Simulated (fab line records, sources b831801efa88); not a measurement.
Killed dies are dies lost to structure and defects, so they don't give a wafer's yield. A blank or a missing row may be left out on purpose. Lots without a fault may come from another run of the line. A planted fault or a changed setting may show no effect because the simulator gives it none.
Which tool did it? | flow gf180mcu | 14 lots, 42 wafers sampled, at 5 steps of a route of 602

WHAT THE GAUGES READ, wafer by wafer
GF_LVPWELL_TW_MEAS_11. Usual: LVPWELL_TW 559, standard deviation 5.1.
lot  | measured    | on            | LVPWELL_TW                    | flag
L427 | day 4 01:32 | film_metro-03 | 554 554 554                   |
L428 | day 4 05:17 | film_metro-03 | 555 554 557                   |
L431 | day 4 18:47 | film_metro-03 | 552 555 556                   |
L432 | day 5 00:40 | film_metro-01 | 564 563 565                   |
L433 | day 5 06:02 | film_metro-02 | 554 557 557                   |
L435 | day 5 17:46 | film_metro-03 | 549 547 551                   |
L436 | day 6 00:55 | film_metro-01 | 567 562 565                   |
L437 | day 6 04:56 | film_metro-02 | 560 559 560                   |
L438 | day 6 10:29 | film_metro-02 | 559 557 558                   |
L439 | day 6 15:33 | film_metro-03 | 551 547 551                   |
L440 | day 6 18:24 | film_metro-01 | 566 567 565                   |
L445 | day 8 05:47 | film_metro-02 | 559 559 557                   |
L447 | day 8 20:28 | film_metro-02 | 1304 1300 1303 1302 1307 1297 | OFF
L449 | day 9 00:49 | film_metro-02 | 1302 1305 1298 1309 1294 1302 | OFF

GF_HV_LDD_OVL_MEAS_08. Usual: HV_LDD_OVL 1.5 nm, standard deviation 1.5.
lot  | measured     | on         | HV_LDD_OVL (nm) | flag
L427 | day 10 01:47 | overlay-01 | 2.4 3.7 3.6     |
L428 | day 10 07:50 | overlay-02 | 0.7 2.2 1.3     |
L431 | day 11 02:07 | overlay-01 | 3.3 2.6 3.3     |
L432 | day 11 09:15 | overlay-01 | 2.0 2.9 3.0     |
L433 | day 11 15:15 | overlay-02 | 2.4 4.4 1.2     |
L435 | day 12 07:08 | overlay-01 | 0.2 -1.4 -0.3   |
L436 | day 12 14:14 | overlay-01 | -1.4 -0.9 0.0   |
L437 | day 12 20:53 | overlay-02 | 0.6 0.7 0.9     |
L438 | day 13 07:52 | overlay-02 | 2.0 1.5 2.3     |
L439 | day 13 12:53 | overlay-02 | 2.8 2.6 2.3     |
L440 | day 13 16:41 | overlay-02 | 5.6 5.9 4.7     |
L445 | day 15 15:36 | overlay-01 | -1.1 0.2 0.6    |

GF_SAB_CD_MEAS_09: target cd 420 nm. Usual: cd_nm 420.0 nm, standard deviation 2.3.
lot  | measured     | on        | cd_nm (nm)        | flag
L427 | day 15 03:41 | cd_sem-01 | 421.4 421.8 419.9 |
L428 | day 15 10:41 | cd_sem-02 | 423.8 417.9 421.7 |
L431 | day 16 08:34 | cd_sem-01 | 419.2 419.8 421.2 |
L432 | day 16 16:36 | cd_sem-01 | 417.0 417.2 416.0 |
L433 | day 16 23:53 | cd_sem-02 | 420.8 420.4 420.1 |
L435 | day 17 19:24 | cd_sem-02 | 423.7 423.8 423.3 |
L436 | day 18 04:07 | cd_sem-02 | 422.3 422.0 418.3 |
L437 | day 18 13:17 | cd_sem-02 | 421.3 422.8 421.1 |
L438 | day 19 01:08 | cd_sem-02 | 417.4 419.2 419.5 |
L439 | day 19 07:46 | cd_sem-01 | 420.3 421.6 420.7 |
L440 | day 19 11:38 | cd_sem-02 | 422.7 424.6 422.3 |
L445 | day 21 22:11 | cd_sem-01 | 419.1 418.9 420.4 |

WHICH TOOL RAN EACH LOT (tool, then ch and the chambers of the sampled wafers, then the start)
lot  | GF_LVPWELL_IMPLANT_08          | GF_SAB_CVD_00
L427 | implanter-04 ch 0, day 4 01:09 | pecvd-01 ch 0,2, day 14 06:31
L428 | implanter-01 ch 0, day 4 04:53 | pecvd-02 ch 1,2, day 14 13:10
L431 | implanter-01 ch 0, day 4 18:23 | pecvd-01 ch 0,2, day 15 10:46
L432 | implanter-01 ch 0, day 5 00:18 | pecvd-02 ch 0,1,2, day 15 17:43
L433 | implanter-03 ch 0, day 5 05:39 | pecvd-01 ch 0,1,2, day 16 00:32
L435 | implanter-04 ch 0, day 5 17:22 | pecvd-04 ch 0,1, day 16 21:00
L436 | implanter-04 ch 0, day 6 00:31 | pecvd-02 ch 1,2, day 17 05:26
L437 | implanter-04 ch 0, day 6 04:33 | pecvd-01 ch 1,2, day 17 14:02
L438 | implanter-03 ch 0, day 6 10:05 | pecvd-02 ch 0,2, day 18 01:19
L439 | implanter-01 ch 0, day 6 15:09 | pecvd-01 ch 0,1, day 18 07:28
L440 | implanter-03 ch 0, day 6 18:00 | pecvd-04 ch 0,2, day 18 11:37
L445 | implanter-01 ch 0, day 8 05:25 | pecvd-01 ch 0,1,2, day 20 23:05
L447 | implanter-03 ch 0, day 8 20:04 | -
L449 | implanter-03 ch 0, day 9 00:27 | -
- GF_LVPWELL_IMPLANT_08
- GF_SAB_CVD_00: deposits SiO2 from TEOS, target thk 50 nm, time 4.9302 s.

WHAT THE TOOLS THEMSELVES READ (means of the sampled wafers that have a number; where no wafer has one, the mark that the record gives instead)
GF_LVPWELL_IMPLANT_08. Usual: beam_on_s 9.98 s, standard deviation 0.2; faraday_current_uA 84.8, standard deviation 1.7.
lot  | tool         | beam_on_s (s) | faraday_current_uA | flag
L427 | implanter-04 | 9.99          | 84.8               |
L428 | implanter-01 | 9.91          | 85.4               |
L431 | implanter-01 | 9.80          | 86.3               |
L432 | implanter-01 | 9.72          | 87.0               |
L433 | implanter-03 | 9.97          | 84.6               |
L435 | implanter-04 | 9.81          | 86.1               |
L436 | implanter-04 | 10.11         | 83.7               |
L437 | implanter-04 | 9.84          | 86.2               |
L438 | implanter-03 | 10.15         | 83.1               |
L439 | implanter-01 | 9.89          | 85.6               |
L440 | implanter-03 | 9.95          | 84.9               |
L445 | implanter-01 | 10.03         | 84.2               |
L447 | implanter-03 | 9.87          | 85.7               |
L449 | implanter-03 | 9.81          | 86.1               |

GF_SAB_CVD_00. Usual: heater_power_w 627 W, standard deviation 93.
lot  | tool     | heater_power_w (W) | flag
L427 | pecvd-01 | 678                |
L428 | pecvd-02 | 677                |
L431 | pecvd-01 | 694                |
L432 | pecvd-02 | 632                |
L433 | pecvd-01 | 648                |
L435 | pecvd-04 | 545                |
L436 | pecvd-02 | 649                |
L437 | pecvd-01 | 582                |
L438 | pecvd-02 | 669                |
L439 | pecvd-01 | 630                |
L440 | pecvd-04 | 554                |
L445 | pecvd-01 | 595                |

THE ANSWER, worked out from the rows above alone
Rule: a lot is off if the mean of its wafers that have a number lies more than 3 standard deviations from the usual mean. A lot without any number at a reading at which 4 lots or more have one is off too. The other lots that the step has rows for count as sound. The gauges are gone through in route order, then the tools' own readings, and for those a lot's mean is taken as printed above. The first step at which some lot is off is used, and at that step the reading that is off furthest; a lot without a number counts as furthest.
Off: L447, L449, at GF_LVPWELL_TW_MEAS_11 (LVPWELL_TW).
A tool fits if, at a process step before that reading, it ran every lot that is off, and no sound lot after the first of them. The gauges at GF_LVPWELL_TW_MEAS_11 are tried like those tools. Can't be told from this: 2 tools fit, implanter-03 at GF_LVPWELL_IMPLANT_08, film_metro-02 at GF_LVPWELL_TW_MEAS_11.

WHAT THE SIMULATOR HAD PUT IN
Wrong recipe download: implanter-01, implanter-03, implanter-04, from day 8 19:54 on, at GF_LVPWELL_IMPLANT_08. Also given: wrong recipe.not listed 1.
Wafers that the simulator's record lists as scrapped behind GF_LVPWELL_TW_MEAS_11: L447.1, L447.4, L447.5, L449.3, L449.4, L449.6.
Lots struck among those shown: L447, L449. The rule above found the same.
